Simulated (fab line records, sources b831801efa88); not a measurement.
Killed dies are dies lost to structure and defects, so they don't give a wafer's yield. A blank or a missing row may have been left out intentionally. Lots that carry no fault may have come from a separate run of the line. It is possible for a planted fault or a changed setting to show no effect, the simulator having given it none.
Split-lot study + flow sky130 + route with 708 steps; 5 lots, 23 wafers read

== ON THE SPLIT ==
At SKY_VIA1_COAT_07 (resist thk 450 nm), the setting spin-rpm was moved away from the recipe's 3000 rpm on 4 of the 23 wafers read, by -7.2% to +3.7%. For the rest of the wafers, this setting stayed at what the recipe calls for.

== FROM THE SPLIT TO THE READING: what the file shows between them, 2 steps ==
- SKY_VIA1_DEVELOP_11: develop time 60 s (also split here: develop-time-s)
- SKY_VIA1_ETCH_14: etches BARC in N2/H2, stops on SiO2, time 45.9 s, target depth 60 nm

== THE READING ==
KrF-thick_of_VIA1_COAT_07.thk-nm (the simulator's own value, which no gauge read), in nm, at SKY_VIA1_ETCH_15 (etches SiO2 in C4F8/O2/Ar, stops on TiN, target depth 351 nm, time 54 s). There is no usual value for it anywhere in the file. The 19 wafers here that ran the recipe average 322.6 nm, standard deviation 2.3 nm.

| wafer  | tool, chamber at the split | spin-rpm as run, rpm | against the recipe | KrF-thick_of_VIA1_COAT_07.thk-nm, nm | against lot-mates on the recipe |
|--------|----------------------------|----------------------|--------------------|--------------------------------------|---------------------------------|
| L076.1 | litho-track-02, 0          | 3000                 | recipe             | 321.9                                | -                               |
| L076.2 | litho-track-02, 0          | 2783                 | -7.2%              | 334.7                                | +13.3                           |
| L076.3 | litho-track-02, 0          | 3000                 | recipe             | 321.6                                | -                               |
| L076.4 | litho-track-02, 0          | 3000                 | recipe             | 320.7                                | -                               |
| L076.5 | litho-track-02, 0          | 2783                 | -7.2%              | 336                                  | +14.6                           |
| L078.2 | litho-track-04, 0          | 3000                 | recipe             | 320.7                                | -                               |
| L078.5 | litho-track-04, 0          | 3000                 | recipe             | 321.1                                | -                               |
| L078.6 | litho-track-04, 0          | 3000                 | recipe             | 321.3                                | -                               |
| L079.2 | litho-track-02, 0          | 3000                 | recipe             | 319.9                                | -                               |
| L079.3 | litho-track-02, 0          | 3000                 | recipe             | 322.3                                | -                               |
| L079.4 | litho-track-02, 0          | 3111                 | +3.7%              | 314.7                                | -6.1                            |
| L079.5 | litho-track-02, 0          | 3111                 | +3.7%              | 314.4                                | -6.4                            |
| L079.6 | litho-track-02, 0          | 3000                 | recipe             | 320.3                                | -                               |
| L080.1 | litho-track-04, 0          | 3000                 | recipe             | 324.4                                | -                               |
| L080.2 | litho-track-04, 0          | 3000                 | recipe             | 324.3                                | -                               |
| L080.3 | litho-track-04, 0          | 3000                 | recipe             | 322.2                                | -                               |
| L080.4 | litho-track-04, 0          | 3000                 | recipe             | 320.4                                | -                               |
| L080.5 | litho-track-04, 0          | 3000                 | recipe             | 323.8                                | -                               |
| L085.1 | litho-track-02, 0          | 3000                 | recipe             | 322.9                                | -                               |
| L085.2 | litho-track-02, 0          | 3000                 | recipe             | 324.4                                | -                               |
| L085.3 | litho-track-02, 0          | 3000                 | recipe             | 328.4                                | -                               |
| L085.5 | litho-track-02, 0          | 3000                 | recipe             | 320.8                                | -                               |
| L085.6 | litho-track-02, 0          | 3000                 | recipe             | 327.7                                | -                               |

THE FIT
A straight line over all 23 wafers: KrF-thick_of_VIA1_COAT_07.thk-nm changes by -1.86 nm for each +1% of spin-rpm; r = -0.90; the points scatter about the line by 2.3 nm.
The same after taking each lot's own level away (the mean of its wafers on the recipe; 23 wafers): -1.88 nm for each +1%; r = -0.94; scatter 1.7 nm.
According to that fit, moving spin-rpm by its largest amount changes the reading by 14 nm.
Across the lots, their own levels run from 320.83 to 324.84 nm, a range of 1.7 times the standard deviation given above.
Consequently the slope shifts little with the lot-to-lot level, the two slopes agreeing.
Check: +13.9 nm against its lot-mates is what the line predicts for one of the wafers moved furthest among these (-7.2%) when that wafer is left out of the fit. It came out at +13.3 nm against them.

== FURTHER SPLITS ON THESE WAFERS ==
Before the reading, these wafers also passed through other splits. Each is held against what the fit with the lots' levels taken away leaves over:
| other split on the same wafers     | wafers away from the commonest value | r with KrF-thick_of_VIA1_COAT_07.thk-nm (lot level and that fit taken away) |
|------------------------------------|--------------------------------------|-----------------------------------------------------------------------------|
| SKY_VIA1_DEVELOP_11 develop-time-s | 9                                    | +0.12                                                                       |

== THE WHOLE CHAIN: every reading that the file lists as answering this split, in the file's order ==
| step              | what it does                                                            | reading                                                                           | change (the file's fit)              | r (the file's) |
|-------------------|-------------------------------------------------------------------------|-----------------------------------------------------------------------------------|--------------------------------------|----------------|
| SKY_VIA1_COAT_07  | resist thk 450 nm                                                       | KrF-thick_of_VIA1_COAT_07.thk-nm (the simulator's own value, which no gauge read) | -2.33 nm for each +1% of the setting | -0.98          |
| SKY_VIA1_ETCH_14  | etches BARC in N2/H2, stops on SiO2, time 45.9 s, target depth 60 nm    | KrF-thick_of_VIA1_COAT_07.thk-nm (the simulator's own value, which no gauge read) | -2.16 nm for each +1% of the setting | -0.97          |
| SKY_VIA1_ETCH_15  | etches SiO2 in C4F8/O2/Ar, stops on TiN, target depth 351 nm, time 54 s | KrF-thick_of_VIA1_COAT_07.thk-nm (the simulator's own value, which no gauge read) | -1.88 nm for each +1% of the setting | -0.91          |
| SKY_VIA1_STRIP_16 | strips in O2/N2                                                         | strip-time-to-endpoint-s                                                          | withheld for each +1% of the setting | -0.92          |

== THE FILE'S OWN FIT ==
KrF-thick_of_VIA1_COAT_07.thk-nm changes by -1.88 nm for each +1% of spin-rpm, r = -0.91.
